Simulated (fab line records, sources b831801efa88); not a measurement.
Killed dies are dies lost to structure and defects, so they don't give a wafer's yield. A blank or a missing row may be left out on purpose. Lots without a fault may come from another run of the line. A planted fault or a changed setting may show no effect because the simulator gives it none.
Which tool did it? | flow sky130 | 14 lots, 42 wafers sampled, at 2 steps of a route of 708

WHAT THE GAUGES READ, wafer by wafer
SKY_VT_ADJUST_NCORE_CD_MEAS_07: target cd 380 nm. Usual: cd_nm 379.5 nm, standard deviation 2.4.
lot  | measured     | on        | cd_nm (nm)        | flag
L426 | day 9 17:44  | cd_sem-02 | 381.0 380.3 379.8 |
L427 | day 9 18:52  | cd_sem-02 | 380.1 379.3 380.6 |
L429 | day 10 08:13 | cd_sem-01 | 381.3 381.6 381.9 |
L428 | day 10 09:34 | cd_sem-01 | 377.1 377.2 378.1 |
L431 | day 11 01:43 | cd_sem-02 | 381.4 379.7 379.7 |
L432 | day 11 15:43 | cd_sem-01 | 381.5 383.6 382.4 |
L435 | day 12 13:18 | cd_sem-02 | 381.1 379.2 377.7 |
L434 | day 12 14:06 | cd_sem-02 | 381.8 381.4 378.6 |
L438 | day 13 05:30 | cd_sem-01 | 375.5 378.0 379.5 |
L443 | day 14 05:35 | cd_sem-01 | 380.8 380.3 381.8 |
L444 | day 14 18:29 | cd_sem-01 | 375.9 376.4 379.3 |
L445 | day 14 20:56 | cd_sem-01 | 379.3 380.6 380.3 |
L446 | day 14 22:42 | cd_sem-02 | 381.9 383.5 382.5 |
L447 | day 15 15:19 | cd_sem-01 | 380.1 380.3 379.8 |

SKY_VT_ADJUST_NCORE_OVL_MEAS_08. Usual: VT_ADJUST_NCORE_OVL 0.9 nm, standard deviation 1.3.
lot  | measured     | on         | VT_ADJUST_NCORE_OVL (nm) | flag
L426 | day 9 17:52  | overlay-01 | 1.1 0.9 0.8              |
L427 | day 9 18:57  | overlay-02 | 1.4 1.5 0.4              |
L429 | day 10 08:20 | overlay-02 | 1.9 0.6 1.2              |
L428 | day 10 09:40 | overlay-02 | 3.3 3.6 1.0              |
L431 | day 11 01:49 | overlay-01 | 0.5 -0.7 -0.2            |
L432 | day 11 15:48 | overlay-01 | 0.8 -0.5 0.3             |
L435 | day 12 13:23 | overlay-02 | 3.0 1.9 0.7              |
L434 | day 12 14:13 | overlay-02 | 2.1 0.9 0.1              |
L438 | day 13 05:37 | overlay-01 | -0.6 -1.0 0.7            |
L443 | day 14 05:42 | overlay-02 | 2.5 1.1 2.2              |
L444 | day 14 18:34 | overlay-01 | -1.2 0.1 -0.5            |
L445 | day 14 21:03 | overlay-01 | 0.1 0.3 1.4              |
L446 | day 14 22:49 | overlay-02 | 1.8 2.7 0.3              |
L447 | day 15 15:26 | overlay-02 | 1.3 1.7 1.5              |

WHICH TOOL RAN EACH LOT (tool, then ch and the chambers of the sampled wafers, then the start)
The record holds no process step before these readings.

WHAT THE TOOLS THEMSELVES READ (means of the sampled wafers that have a number; where no wafer has one, the mark that the record gives instead)
The record holds no such reading with a usual standard deviation.

THE ANSWER, worked out from the rows above alone
Rule: a lot is off if the mean of its wafers that have a number lies more than 3 standard deviations from the usual mean. A lot without any number at a reading at which 4 lots or more have one is off too. The other lots that the step has rows for count as sound. The gauges are gone through in route order, then the tools' own readings, and for those a lot's mean is taken as printed above. The first step at which some lot is off is used, and at that step the reading that is off furthest; a lot without a number counts as furthest.
No lot is off at any reading shown: from this, nothing can be told.

WHAT THE SIMULATOR HAD PUT IN
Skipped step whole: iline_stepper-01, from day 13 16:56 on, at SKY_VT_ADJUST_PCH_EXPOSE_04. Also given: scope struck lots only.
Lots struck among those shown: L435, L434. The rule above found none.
